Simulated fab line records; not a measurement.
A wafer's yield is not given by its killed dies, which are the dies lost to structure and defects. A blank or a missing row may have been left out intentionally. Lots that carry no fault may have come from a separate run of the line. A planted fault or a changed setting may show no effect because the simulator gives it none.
Which tool was responsible? | flow sky130 | 14 lots, 42 wafers sampled, at 1 step of a route of 708

== WHAT EACH GAUGE READ, for each wafer ==
No reading from a measuring or inspecting step in the record can be judged against a usual standard deviation.

== TOOL THAT RAN EACH LOT (tool first, then ch and the chambers of the sampled wafers, then the start) ==
lot  | SKY_METAL2_STRIP_20
L970 | plasma asher-02 ch 0, day 37 00:01
L971 | plasma asher-01 ch 0,1, day 37 02:43
L973 | plasma asher-02 ch 0,1, day 37 08:59
L972 | plasma asher-02 ch 0,1, day 37 10:50
L974 | plasma asher-04 ch 0,1, day 37 23:18
L975 | plasma asher-01 ch 0,1, day 38 06:50
L976 | plasma asher-01 ch 0, day 38 18:46
L977 | plasma asher-01 ch 0,1, day 39 23:22
L983 | plasma asher-01 ch 0,1, day 40 09:59
L984 | plasma asher-01 ch 0,1, day 40 23:58
L985 | plasma asher-01 ch 0,1, day 41 00:40
L987 | plasma asher-02 ch 1, day 41 12:44
L988 | plasma asher-02 ch 0,1, day 42 00:02
L989 | plasma asher-02 ch 0,1, day 42 06:45
- SKY_METAL2_STRIP_20: strips in O2/N2.

== AS READ BY THE TOOLS THEMSELVES (means over the sampled wafers that have a number; for cases with no such wafer, the mark the record gives instead) ==
SKY_METAL2_STRIP_20. Usual: chamber pressure mTorr 1500.0 mTorr, standard deviation 1.4; drypump motor current A 5.79 A, standard deviation 0.17; oes product au 0.343 a.u., standard deviation 0.0046; strip time to endpoint s 2.69 s, standard deviation 0.043.
lot  | tool            | chamber pressure mTorr (mTorr) | drypump motor current A (A) | oes product au (a.u.) | strip time to endpoint s (s) | flag
L970 | plasma asher-02 | 1499.6                         | 5.77                        | 0.340                 | 2.70                         |
L971 | plasma asher-01 | 1499.8                         | 5.95                        | 0.344                 | 2.71                         |
L973 | plasma asher-02 | 1499.0                         | 5.61                        | 0.345                 | 2.72                         |
L972 | plasma asher-02 | 1500.7                         | 5.63                        | 0.346                 | 2.73                         |
L974 | plasma asher-04 | 1501.0                         | 5.63                        | 0.341                 | 2.67                         |
L975 | plasma asher-01 | 1500.6                         | 5.97                        | 0.348                 | 2.74                         |
L976 | plasma asher-01 | 1500.7                         | 5.94                        | 0.345                 | 2.72                         |
L977 | plasma asher-01 | 1500.0                         | 5.95                        | 0.346                 | 2.68                         |
L983 | plasma asher-01 | 1500.6                         | 5.96                        | 0.342                 | 2.68                         |
L984 | plasma asher-01 | -                              | -                           | -                     | -                            | OFF
L985 | plasma asher-01 | -                              | -                           | -                     | -                            | OFF
L987 | plasma asher-02 | 1500.1                         | 5.52                        | 0.339                 | 2.66                         |
L988 | plasma asher-02 | 1499.9                         | 5.71                        | 0.343                 | 2.67                         |
L989 | plasma asher-02 | 1500.2                         | 5.61                        | 0.341                 | 2.69                         |

== THE ANSWER, worked out from the rows above alone ==
Rule: a lot is off if the mean of its wafers that have a number lies more than 3 standard deviations from the usual mean. Also off: a lot with no number at a reading for which 4 or more lots have one. Where the step has rows for the other lots, those lots are counted as sound. The gauges are gone through in route order, then the tools' own readings, and for those a lot's mean is taken as printed above. At the first step where some lot is off, the reading lying furthest off is the one used; lots without a number count as furthest.
Off: L984, L985, at SKY_METAL2_STRIP_20 (chamber pressure mTorr). Without a number there: L984, L985.
If a tool, at that step or one of the process steps before it, ran each lot that is off and ran no sound lot following the first of them, it fits. One candidate fits, namely plasma asher-01 at SKY_METAL2_STRIP_20. A fault onset in the window from L983 (day 40 09:59, its last sound lot) to L984 (day 40 23:58, its first lot off) fits.
Blank at SKY_METAL2_STRIP_20 on the lots that are off, where sound lots have numbers: chamber pressure mTorr, drypump motor current A, oes product au, strip time to endpoint s.

== WHAT THE SIMULATOR HAD PUT IN ==
Whole step skipped at SKY_METAL2_STRIP_20 on plasma asher-01, starting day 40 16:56. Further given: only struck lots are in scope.
Struck lots among those shown: L984, L985. The rule above reached the same finding.
